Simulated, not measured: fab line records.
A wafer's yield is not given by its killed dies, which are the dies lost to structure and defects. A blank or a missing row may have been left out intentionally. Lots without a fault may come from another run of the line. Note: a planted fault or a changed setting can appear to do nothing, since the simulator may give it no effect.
fab line records	flow sky130
record lots=14	wafers=42	lastDay=50
route steps=708 shown LDD_N@253 LDD_LDN@302 SD_N@346
lots with no fault: from the same line, run without faults
startH: hours from the record's opening day to when the first of the lot's shown wafers began	waitH: time in hours since the lot's previous step	" the same as in the row above	L1.1+2: one row covering several wafers at once	- no value present, or no start provided	* or withheld: withheld	< > ~ a bound
route shown NAME@n: NAME is a module with steps in the file, n the number in the route of the first one	usual: the fault-free wafers' mean and standard deviation	same: alike in all rows	chamber/n: place in a boat	sites: readings site by site	_std_site: the standard deviation of these	_edge_site: the outer-site mean with the inner-site mean subtracted	radiusMm: how far each site lies from the wafer's centre	mask NAME#n: copy n	behind: the tool/chamber that last shaped the wafer	hold: what put the lot on hold/how long, in hours/how the hold closed	device: names the non-switching transistor (n, p or np)	end of line: tests of these same wafers at the route's end	for a step that has no rows: nothing shown but its recipe	killed: at the first sort, the dies lost to defects and structure; wafer yield is something else	map: a wafer's dies, x killed, . not, _ none there
set.NAME: the run value of the setting; set.NAME@STEP: its run value at that earlier step	model.NAME: the simulator's own value behind a step, which no gauge read
a sample of lots followed through the steps of the route, with each step as a table and each wafer as a row
services: a tool's chamber out of use, with start hour (startH, from the record's first day; less than 0 if before it), hours out, and reason
## steps
# step SKY_LDD_N_STRIP_16
# recipe chemistry=O2/N2	powerW=1400	pressureMtorr=1500	platenTempC=withheld	o2FlowSccm=3000	n2FlowSccm=300	overashFraction=0.5
# usual drypumpMotorCurrentA=5.6/0.5	oesProductAu=0.406/0.0044	stripTimeToEndpointS=4.312/0.014
lot.wafer	tool	chamber	startH	waitH	drypumpMotorCurrentA	oesProductAu	rfHoursCounterH	stripTimeToEndpointS
L845.2	plasmaAsher-02	0	402.49	0.1	5.3	0.406	28	4.326
L845.3	"	0	"	"	5.3	0.404	-	4.331
L845.4	"	1	"	"	5.7	0.411	-	4.333
L848.1	plasmaAsher-02	1	438.24	0.1	5.7	0.401	32	4.300
L848.4	"	0	"	"	5.3	0.413	-	4.293
L848.6	"	0	"	"	5.3	0.402	-	4.291
L849.3	plasmaAsher-02	1	448.12	0.1	5.7	0.403	-	4.295
L849.5	"	0	"	"	5.3	0.403	-	4.276
L849.6	"	1	"	"	5.7	0.406	-	4.304
L850.1	plasmaAsher-01	1	456.80	0.1	6.1	0.410	2	4.334
L850.4	"	0	"	"	5.0	0.415	-	4.316
L850.6	"	1	"	"	6.1	0.408	-	4.324
L853.2	plasmaAsher-02	0	488.60	0.1	5.3	0.412	36	4.298
L853.3	"	1	"	"	5.7	0.404	-	4.316
L853.6	"	0	"	"	5.3	0.403	-	4.318
L855.1	plasmaAsher-02	1	499.04	0.1	5.7	0.412	38	4.314
L855.3	"	0	"	"	5.3	0.406	-	4.309
L855.5	"	1	"	"	5.7	0.405	-	4.315
L859.1	plasmaAsher-04	0	539.11	0.1	5.0	0.398	71	4.319
L859.2	"	1	"	"	6.3	0.409	71	4.297
L859.3	"	1	"	"	6.3	0.408	-	4.300
L861.1	plasmaAsher-02	0	545.80	0.1	5.3	0.405	43	4.314
L861.5	"	0	"	"	5.3	0.406	-	4.304
L861.6	"	1	"	"	5.7	0.406	-	4.324
L862.2	plasmaAsher-04	0	565.09	0.1	5.0	0.407	74	4.310
L862.4	"	0	"	"	5.1	0.412	-	4.320
L862.6	"	0	"	"	5.0	0.412	-	4.316
L863.4	plasmaAsher-04	1	574.02	0.1	6.3	0.408	-	4.321
L863.5	"	1	"	"	6.3	0.394	-	4.326
L863.6	"	0	"	"	5.1	0.409	-	4.319
L864.2	plasmaAsher-01	0	575.49	0.1	5.0	0.401	14	4.319
L864.3	"	0	"	"	5.0	0.405	-	4.331
L864.4	"	1	"	"	6.1	0.405	-	4.330
L865.3	plasmaAsher-04	0	584.58	0.1	5.0	0.407	-	4.313
L865.4	"	1	"	"	6.4	0.406	-	4.317
L865.5	"	0	"	"	5.0	0.398	-	4.328
L866.2	plasmaAsher-04	0	590.45	0.1	5.0	0.404	77	4.327
L866.5	"	0	"	"	5.0	0.412	-	4.305
L866.6	"	1	"	"	6.3	0.406	-	4.302
L867.2	plasmaAsher-01	1	601.59	0.1	6.1	0.413	17	4.327
L867.3	"	1	"	"	6.1	0.405	-	4.313
L867.4	"	0	"	"	5.0	0.405	-	4.312
# step SKY_LDD_N_TW_MEAS_17
# usual LDD_N_TW=2602/18
lot.wafer	tool	chamber	startH	waitH	LDD_N_TW
L845.2	filmMetro-03	-	402.60	0.1	2588
L845.3	"	-	"	"	2572
L845.4	"	-	"	"	2584
L848.1	filmMetro-03	-	438.34	0.1	2593
L848.4	"	-	"	"	2586
L848.6	"	-	"	"	2594
L849.3	filmMetro-01	-	448.21	0.1	2640
L849.5	"	-	"	"	2631
L849.6	"	-	"	"	2651
L850.1	filmMetro-04	-	456.90	0.1	2615
L850.4	"	-	"	"	2606
L850.6	"	-	"	"	2604
L853.2	filmMetro-01	-	488.71	0.1	2608
L853.3	"	-	"	"	2600
L853.6	"	-	"	"	2607
L855.1	filmMetro-04	-	499.14	0.1	2628
L855.3	"	-	"	"	2621
L855.5	"	-	"	"	2624
L859.1	filmMetro-01	-	539.21	0.1	2623
L859.2	"	-	"	"	2620
L859.3	"	-	"	"	2627
L861.1	filmMetro-04	-	545.90	0.1	2615
L861.5	"	-	"	"	2611
L861.6	"	-	"	"	2591
L862.2	filmMetro-03	-	565.20	0.1	2587
L862.4	"	-	"	"	2591
L862.6	"	-	"	"	2580
L863.4	filmMetro-01	-	574.12	0.1	2614
L863.5	"	-	"	"	2619
L863.6	"	-	"	"	2623
L864.2	filmMetro-04	-	575.60	0.1	2602
L864.3	"	-	"	"	2609
L864.4	"	-	"	"	2600
L865.3	filmMetro-03	-	584.67	0.1	2611
L865.4	"	-	"	"	2593
L865.5	"	-	"	"	2598
L866.2	filmMetro-01	-	590.56	0.1	2604
L866.5	"	-	"	"	2606
L866.6	"	-	"	"	2613
L867.2	filmMetro-01	-	601.70	0.1	2622
L867.3	"	-	"	"	2621
L867.4	"	-	"	"	2618
# step SKY_LDD_LDN_TW_MEAS_13
# usual LDD_LDN_TW=1491/7.4
lot.wafer	tool	chamber	startH	waitH	LDD_LDN_TW
L845.2	filmMetro-01	-	528.60	0.1	1499
L845.3	"	-	"	"	1491
L845.4	"	-	"	"	1500
L848.1	filmMetro-04	-	565.10	0.1	1491
L848.4	"	-	"	"	1494
L848.6	"	-	"	"	1492
L849.3	filmMetro-04	-	574.97	0.1	1486
L849.5	"	-	"	"	1488
L849.6	"	-	"	"	1496
L850.1	filmMetro-01	-	582.80	0.1	1497
L850.4	"	-	"	"	1505
L850.6	"	-	"	"	1491
L853.2	filmMetro-04	-	615.20	0.1	1484
L853.3	"	-	"	"	1484
L853.6	"	-	"	"	1488
L855.1	filmMetro-01	-	622.75	0.1	1502
L855.3	"	-	"	"	1498
L855.5	"	-	"	"	1491
L859.1	filmMetro-04	-	660.69	0.1	1493
L859.2	"	-	"	"	1485
L859.3	"	-	"	"	1490
L861.1	filmMetro-01	-	668.29	0.1	1486
L861.5	"	-	"	"	1492
L861.6	"	-	"	"	1483
L862.2	filmMetro-03	-	685.00	0.1	1479
L862.4	"	-	"	"	1485
L862.6	"	-	"	"	1474
L863.4	filmMetro-04	-	693.07	0.1	1482
L863.5	"	-	"	"	1484
L863.6	"	-	"	"	1483
L864.2	filmMetro-03	-	693.35	0.1	1487
L864.3	"	-	"	"	1481
L864.4	"	-	"	"	1485
L865.3	filmMetro-03	-	704.07	0.1	1473
L865.4	"	-	"	"	1477
L865.5	"	-	"	"	1477
L866.2	filmMetro-01	-	709.01	0.1	1497
L866.5	"	-	"	"	1496
L866.6	"	-	"	"	1497
L867.2	filmMetro-01	-	719.40	0.1	1497
L867.3	"	-	"	"	1497
L867.4	"	-	"	"	1493
# step SKY_SD_N_EXPOSE_04
# recipe maskId=NSDM	na=0.6	sourceShape=conventional	sigmaOuter=0.6	polarization=unpolarized	targetCdNm=380	doseMj=141
# usual exposureDoseMJCm2=140.78/0.26	focusOffsetNm=-0.1/0.48
lot.wafer	tool	chamber	startH	waitH	mask	exposureDoseMJCm2	focusOffsetNm
L845.2	ilineStepper-01	0	637.78	-	NSDM#0	140.45	-0.4
L845.3	"	0	"	"	NSDM#0	140.57	0.0
L845.4	"	0	"	"	NSDM#0	140.51	0.0
L848.1	ilineStepper-01	0	671.72	-	NSDM#0	140.35	0.2
L848.4	"	0	"	"	NSDM#0	140.52	-0.7
L848.6	"	0	"	"	NSDM#0	140.72	-0.1
L849.3	ilineStepper-02	0	681.67	-	NSDM#0	141.37	-0.6
L849.5	"	0	"	"	NSDM#0	141.08	-0.6
L849.6	"	0	"	"	NSDM#0	141.19	-0.2
L850.1	ilineStepper-01	0	687.49	-	NSDM#0	140.51	0.0
L850.4	"	0	"	"	NSDM#0	140.64	-0.8
L850.6	"	0	"	"	NSDM#0	140.43	-0.4
L853.2	ilineStepper-01	0	717.90	-	NSDM#0	140.56	-0.2
L853.3	"	0	"	"	NSDM#0	140.39	0.0
L853.6	"	0	"	"	NSDM#0	140.55	0.1
L855.1	ilineStepper-02	0	724.81	-	NSDM#0	140.86	-0.3
L855.3	"	0	"	"	NSDM#0	140.96	0.3
L855.5	"	0	"	"	NSDM#0	141.13	-0.1
L859.1	ilineStepper-01	-	763.12	-	NSDM#0	-	-
L859.2	"	-	"	"	NSDM#0	-	-
L859.3	"	-	"	"	NSDM#0	-	-
L861.1	ilineStepper-02	-	769.84	-	NSDM#0	-	-
L861.5	"	-	"	"	NSDM#0	-	-
L861.6	"	-	"	"	NSDM#0	-	-
L862.2	ilineStepper-02	0	784.23	-	NSDM#0	140.92	0.0
L862.4	"	0	"	"	NSDM#0	140.77	0.3
L862.6	"	0	"	"	NSDM#0	140.78	-0.3
L863.4	ilineStepper-02	0	792.52	-	NSDM#0	140.98	-0.2
L863.5	"	0	"	"	NSDM#0	141.04	0.4
L863.6	"	0	"	"	NSDM#0	141.04	0.6
L864.2	ilineStepper-02	0	793.43	-	NSDM#0	141.06	-0.4
L864.3	"	0	"	"	NSDM#0	140.89	-0.6
L864.4	"	0	"	"	NSDM#0	141.04	0.2
L865.3	ilineStepper-02	0	802.44	-	NSDM#0	140.83	-0.3
L865.4	"	0	"	"	NSDM#0	140.90	0.3
L865.5	"	0	"	"	NSDM#0	141.01	0.0
L866.2	ilineStepper-02	0	808.42	-	NSDM#0	140.93	0.1
L866.5	"	0	"	"	NSDM#0	140.89	-0.6
L866.6	"	0	"	"	NSDM#0	141.24	0.7
L867.2	ilineStepper-02	0	817.67	-	NSDM#0	140.88	-0.2
L867.3	"	0	"	"	NSDM#0	140.80	1.3
L867.4	"	0	"	"	NSDM#0	141.05	0.4
## services
tool	chamber	startH	hours	kind
plasmaAsher-01	-	421.30	9.0	pm
plasmaAsher-01	0	421.30	9.0	ventCycle
ilineStepper-01	-	428.27	1.7	pm
ilineStepper-02	0	447.41	-	calibration
plasmaAsher-02	-	470.95	2.8	repair
plasmaAsher-02	-	486.84	1.7	repair
plasmaAsher-04	-	491.31	12.9	repair
plasmaAsher-01	-	502.49	1.0	repair
ilineStepper-02	-	511.27	3.3	repair
ilineStepper-02	-	533.89	1.7	pm
ilineStepper-01	0	543.95	-	calibration
plasmaAsher-02	-	552.52	3.8	repair
plasmaAsher-02	-	564.45	0.4	repair
plasmaAsher-01	-	571.96	3.2	repair
plasmaAsher-02	-	572.81	2.8	pm
ilineStepper-01	-	593.17	-	calibration
plasmaAsher-01	-	633.67	4.3	pm
ilineStepper-01	-	646.45	1.7	pm
ilineStepper-02	0	673.58	-	calibration
ilineStepper-02	-	733.54	4.4	pm
ilineStepper-01	-	746.42	2.4	repair
ilineStepper-02	-	752.07	1.7	pm
ilineStepper-01	0	752.66	-	calibration
ilineStepper-01	-	806.29	23.9	repair
## key
firstSign step=SKY_SD_N_EXPOSE_04	reading=toolRecord	direction=missing
effect none on later readings
metAt SKY_SD_N_EXPOSE_04
struckLots L859,L861
sortLeftOut L859.1,L859.2,L859.3,L861.1,L861.5,L861.6
testerLeftOut L859,L861
notActingAt SKY_LDD_N_STRIP_16,SKY_LDD_N_TW_MEAS_17,SKY_LDD_LDN_TW_MEAS_13
onsetBetween 724.81 763.12
fault kind=skippedStepWhole	tool=ilineStepper-01,ilineStepper-02	chamber=-	onsetH=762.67	steps=SKY_SD_N_EXPOSE_04	scope=struckLotsOnly
# testerLeftOut: of these lots the tester's yield and bins aren't shown, on N5 and GAA mostly nor the transistor test; their killed dies are dies lost to structure and defects alone, not to doping, threshold or leakage, so they don't give the yield
# sortLeftOut: the simulated sort isn't trusted on such a fault, so these wafers' sort isn't shown, and their yield isn't known
